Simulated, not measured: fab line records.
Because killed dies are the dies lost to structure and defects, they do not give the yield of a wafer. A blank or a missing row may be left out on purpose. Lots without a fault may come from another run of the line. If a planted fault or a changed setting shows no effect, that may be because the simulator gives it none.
Struck lot and sound lot, side by side	flow sky130	19 steps out of a route of 708
Sound: wafers L592.4, L592.5, L592.6. The struck wafers were L604.3, L604.5, L604.6. The cause is given at the end.
At each step with rows: each side's tool, then ch and its chambers, then its first start. Under that, the readings that differ: sound wafers	struck wafers	difference of the means	sigmas: that difference in standard deviations of wafers without a fault.
alike: a reading whose means differ by less than 2 such deviations, as well as words and numbers matching on both sides. not compared: withheld readings; readings where some wafer has no value; bounds like >300 that might hide an equal value; numbers whose values overlap and for which the record gives no deviation.
The two part at a step that has a row with sigmas, a row that says differs or no value, or rows on one side only. When numbers do not overlap yet have no deviation, they are printed without sigmas and do not part them. Lack of a reading on every wafer of one side parts them only where that side has two or more wafers.

first, 3 steps without rows for these wafers: SKY_VT_ADJUST_NCORE_EXPOSE_04 (exposes mask LVTN COMPLEMENT THIN, target cd 380 nm); SKY_VT_ADJUST_NCORE_PEB_05; SKY_VT_ADJUST_NCORE_DEVELOP_06 (develop time 60 s).
SKY_VT_ADJUST_NCORE_CD_MEAS_07: the cd target is 380 nm.
  sound on cd_sem-01, day 8 22:22; struck on cd_sem-01, day 12 15:11
  alike: cd_nm
SKY_VT_ADJUST_NCORE_OVL_MEAS_08:
  sound on overlay-01, day 8 22:27; struck on overlay-01, day 12 15:17
  alike: VT_ADJUST_NCORE_OVL
after that, 1 step had no rows for these wafers: SKY_VT_ADJUST_NCORE_IMPLANT_09.
SKY_VT_ADJUST_NCORE_STRIP_10: strips in O2/N2.
  sound on plasma_asher-01 ch 0,1, day 8 22:39; struck on plasma_asher-02 ch 0,1, day 12 15:29
  alike: drypump_motor_current_A, oes_product_au, strip_time_to_endpoint_s
  not compared: rf_hours_counter_h
SKY_VT_ADJUST_NCORE_TW_MEAS_11:
  sound on film_metro-03, day 8 22:45; struck on film_metro-04, day 12 15:35
reading	sound	struck	difference	sigmas
VT_ADJUST_NCORE_TW	218.4 218.4 218.1	221.0 222.3 220.7	+3.0	+3
then, 4 steps without rows for these wafers: SKY_VT_ADJUST_HVTR_DEHYDRATE_00 (time 60 s); SKY_VT_ADJUST_HVTR_HMDS_01 (prime time 60 s); SKY_VT_ADJUST_HVTR_COAT_02 (resist thk 1140 nm); SKY_VT_ADJUST_HVTR_SOFTBAKE_03 (time 60 s).
SKY_VT_ADJUST_HVTR_EXPOSE_04: exposes mask HVTRM, target cd 380 nm.
  sound on iline_stepper-01 ch 0, day 9 09:32; struck on iline_stepper-01 ch 0, day 13 04:22
reading	sound	struck	difference	sigmas
model.VT_ADJUST_HVTR.overlay_x_nm (nm)	0.7414 0.7414 0.7414	169.8 169.8 169.8	+169.1	
  alike: mask
then, 2 steps without rows for these wafers: SKY_VT_ADJUST_HVTR_PEB_05; SKY_VT_ADJUST_HVTR_DEVELOP_06 (develop time 60 s).
SKY_VT_ADJUST_HVTR_CD_MEAS_07: the cd target is 380 nm.
  sound on cd_sem-01, day 9 20:34; struck on cd_sem-02, day 13 17:11
reading	sound	struck	difference	sigmas
cd_nm (nm)	385.0 381.4 384.8	379.0 377.3 375.7	-6.4	-3
SKY_VT_ADJUST_HVTR_OVL_MEAS_08:
  sound on overlay-02, day 9 20:39; struck on overlay-01, day 13 17:17
reading	sound	struck	difference	sigmas
VT_ADJUST_HVTR_OVL (nm)	1.1 1.1 -0.2	168.3 168.0 169.4	+167.9	+99 or more
after that, 1 step had no rows for these wafers: SKY_VT_ADJUST_HVTR_IMPLANT_09.
-- a jump in the record: the struck wafers' starts before and after are 36 days apart (it breaks off in module VT_ADJUST_HVTR and resumes in module PAD_OPEN, where the first step shown is number 708 of the route) --
SKY_PAD_OPEN_PROBE_99:
  sound on prober-02, day 46 00:58; struck on prober-01, day 49 06:33
reading	sound	struck	difference	sigmas
model.etest.pfet_01v8_mvt.drive_ua_um	150.6 149 147.2	138 141.7 140.7	-9	
model.etest.pfet_01v8_mvt.off_log10_a_um	-10.82 -11.08 -10.96	-11.97 -11.84 -11.87	-0.94	
model.etest.pfet_01v8_mvt.vt_sat_v (V)	-0.58 -0.5929 -0.5908	-0.6985 -0.6954 -0.6932	-0.1078	
model.etest.pfet_01v8_mvt.vt_v (V)	-0.6666 -0.675 -0.6728	-0.7717 -0.7679 -0.7692	-0.0981	
  alike: killed_at_M0_to_M3, killed_at_M4_up, killed_at_contacts, killed_at_front_end, killed_at_other, killed_dies, killed_open, killed_short

== WHERE THEY PART ==
At SKY_VT_ADJUST_NCORE_TW_MEAS_11 first; at SKY_VT_ADJUST_HVTR_OVL_MEAS_08 last (within this record only). Later steps at which nothing parts them and some readings are alike: SKY_PAD_OPEN_PROBE_99.

WHY: the cause the simulator had injected
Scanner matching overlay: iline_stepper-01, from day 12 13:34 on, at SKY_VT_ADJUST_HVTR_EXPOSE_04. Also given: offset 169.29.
